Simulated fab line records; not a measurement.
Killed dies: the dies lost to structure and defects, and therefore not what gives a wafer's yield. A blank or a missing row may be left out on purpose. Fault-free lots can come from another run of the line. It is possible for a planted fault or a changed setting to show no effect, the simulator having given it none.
Chamber matching :: flow sky130 :: SKY_LI_CONTACT_CMP_02 on cmp-02: 4 sister chambers
The step polishes PSG. 8 wafers are shown with their chamber, then 8 later ones without.

## WAFERS, EACH WITH ITS CHAMBER
wafer: L627.1
chamber: 1
motor-current-A (A): 12.1
time-to-endpoint-s (s): 41

wafer: L627.3
chamber: 3
motor-current-A (A): 11.1
time-to-endpoint-s (s): 39

wafer: L628.1
chamber: 2
motor-current-A (A): 10.2
time-to-endpoint-s (s): 37

wafer: L628.4
chamber: 3
motor-current-A (A): 10.9
time-to-endpoint-s (s): 39

wafer: L637.1
chamber: 1
motor-current-A (A): 11.6
time-to-endpoint-s (s): 38

wafer: L637.4
chamber: 0
motor-current-A (A): 12.0
time-to-endpoint-s (s): 33

wafer: L637.6
chamber: 0
motor-current-A (A): 13.5
time-to-endpoint-s (s): 32

wafer: L638.1
chamber: 2
motor-current-A (A): 10.5
time-to-endpoint-s (s): 36

## WAFERS WHOSE CHAMBER IS MISSING
wafer: L638.4
motor-current-A (A): 11.9
time-to-endpoint-s (s): 41

wafer: L638.6
motor-current-A (A): 11.6
time-to-endpoint-s (s): 40

wafer: L639.1
motor-current-A (A): 11.8
time-to-endpoint-s (s): 42

wafer: L639.4
motor-current-A (A): 11.6
time-to-endpoint-s (s): 30

wafer: L639.6
motor-current-A (A): 11.5
time-to-endpoint-s (s): 37

wafer: L641.2
motor-current-A (A): 11.7
time-to-endpoint-s (s): 41

wafer: L641.5
motor-current-A (A): 10.0
time-to-endpoint-s (s): 37

wafer: L641.6
motor-current-A (A): 10.9
time-to-endpoint-s (s): 37

## THE CHAMBER EACH PASSED THROUGH
wafer: L638.4
from the rows above: can't be placed: 1 or 3
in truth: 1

wafer: L638.6
from the rows above: can't be placed: 1 or 3
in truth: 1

wafer: L639.1
from the rows above: can't be placed: 1 or 3
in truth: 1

wafer: L639.4
from the rows above: 0
in truth: 0

wafer: L639.6
from the rows above: can't be placed: 3 or 2 or 1
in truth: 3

wafer: L641.2
from the rows above: can't be placed: 1 or 3
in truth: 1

wafer: L641.5
from the rows above: can't be placed: 2 or 3
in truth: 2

wafer: L641.6
from the rows above: can't be placed: 2 or 3 or 1
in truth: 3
Correct placement for 1 of the 8. Can't be placed from these rows: 7 (the true chamber is among the candidates in 7). Number placed wrongly: 0.
How it was worked out, from the rows above alone: a wafer's distance from a chamber is the root of the sum, over the readings, of the square of ((its reading less the chamber's mean) divided by the reading's scatter). The wafer belongs to the nearest chamber; if the next one is less than 2 further off, it can't be placed. For every chamber, the mean is computed from those of its wafers that are shown. The scatter is the square root of a quotient: the sum, over the shown wafers, of each reading's squared deviation from its chamber's mean, divided by wafers minus chambers.
